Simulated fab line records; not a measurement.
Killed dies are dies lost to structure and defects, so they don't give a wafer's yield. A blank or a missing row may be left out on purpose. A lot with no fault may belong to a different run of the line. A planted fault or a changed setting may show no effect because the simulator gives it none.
Matching of chambers | flow gf180mcu | GF_V4_CMP_26 on cmp-02 has 4 sister chambers
The step polishes, stops on SiO2, t overpolish 15 s, target thk 0 nm. 14 wafers are shown with their chamber, then 7 later ones without.

== EACH WAFER AND ITS CHAMBER ==
wafer  | chamber | motor-current-A (A) | overpolish-run-s (s) | time-to-endpoint-s (s)
L206.3 | 0       | 9.6                 | 15.011               | 86.3
L206.5 | 2       | 11.2                | 15.000               | 85.0
L206.6 | 1       | 10.0                | 14.997               | 86.4
L207.2 | 0       | 9.9                 | 14.997               | 86.3
L207.3 | 2       | 10.6                | 15.007               | 85.3
L207.4 | 3       | 11.7                | 15.002               | 86.4
L209.1 | 2       | 10.7                | 14.992               | 85.6
L209.4 | 1       | 9.7                 | 15.004               | 82.6
L209.5 | 3       | 11.3                | 15.015               | 84.0
L210.1 | 0       | 9.8                 | 15.010               | 80.0
L210.2 | 3       | 10.9                | 15.012               | 79.1
L210.4 | 2       | 10.9                | 14.990               | 81.7
L214.1 | 1       | 9.7                 | 14.984               | 87.8
L214.3 | 2       | 10.5                | 15.009               | 89.3

SIGNATURES (averages over the wafers above)
reading            | chamber 0 | chamber 1 | chamber 2 | chamber 3 | scatter within a chamber
motor-current-A    | 9.767     | 9.800     | 10.780    | 11.300    | 0.271
overpolish-run-s   | 15.00600  | 14.99500  | 14.99960  | 15.00967  | 0.00845
time-to-endpoint-s | 84.200    | 85.600    | 85.380    | 83.167    | 3.13
Rule: for a wafer and a chamber, the distance is found by dividing, reading by reading, the gap between the wafer's reading and the chamber's mean by the reading's scatter, squaring, summing and taking the root. If the next closest chamber is less than 2 further off than the closest, the wafer can't be placed; otherwise it belongs to the closest. How the scatter is found: for the shown wafers, subtract from each reading the mean of its chamber, square and add these, divide the total by (wafers less chambers), then take the root.

== WAFERS WHOSE CHAMBER IS MISSING ==
wafer  | motor-current-A (A) | overpolish-run-s (s) | time-to-endpoint-s (s)
L214.4 | 10.3                | 14.995               | 85.8
L215.4 | 10.5                | 14.996               | 86.9
L215.5 | 11.2                | 15.009               | 85.2
L215.6 | 10.9                | 14.995               | 83.5
L226.1 | 11.1                | 14.985               | 87.7
L226.2 | 9.5                 | 14.983               | 88.1
L226.4 | 10.6                | 15.005               | 86.8

== THE CHAMBER EACH PASSED THROUGH ==
wafer  | from the rows above          | in truth
L214.4 | can't be placed: 1 or 2 or 0 | 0
L215.4 | can't be placed: 2 or 1 or 0 | 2
L215.5 | can't be placed: 3 or 2      | 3
L215.6 | can't be placed: 2 or 3      | 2
L226.1 | can't be placed: 2 or 3      | 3
L226.2 | can't be placed: 1 or 0      | 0
L226.4 | can't be placed: 2 or 3      | 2
Correctly placed: 0 of 7. Unplaceable from these rows: 7, with the true chamber sitting among the candidates in 7. 0 placed wrongly.
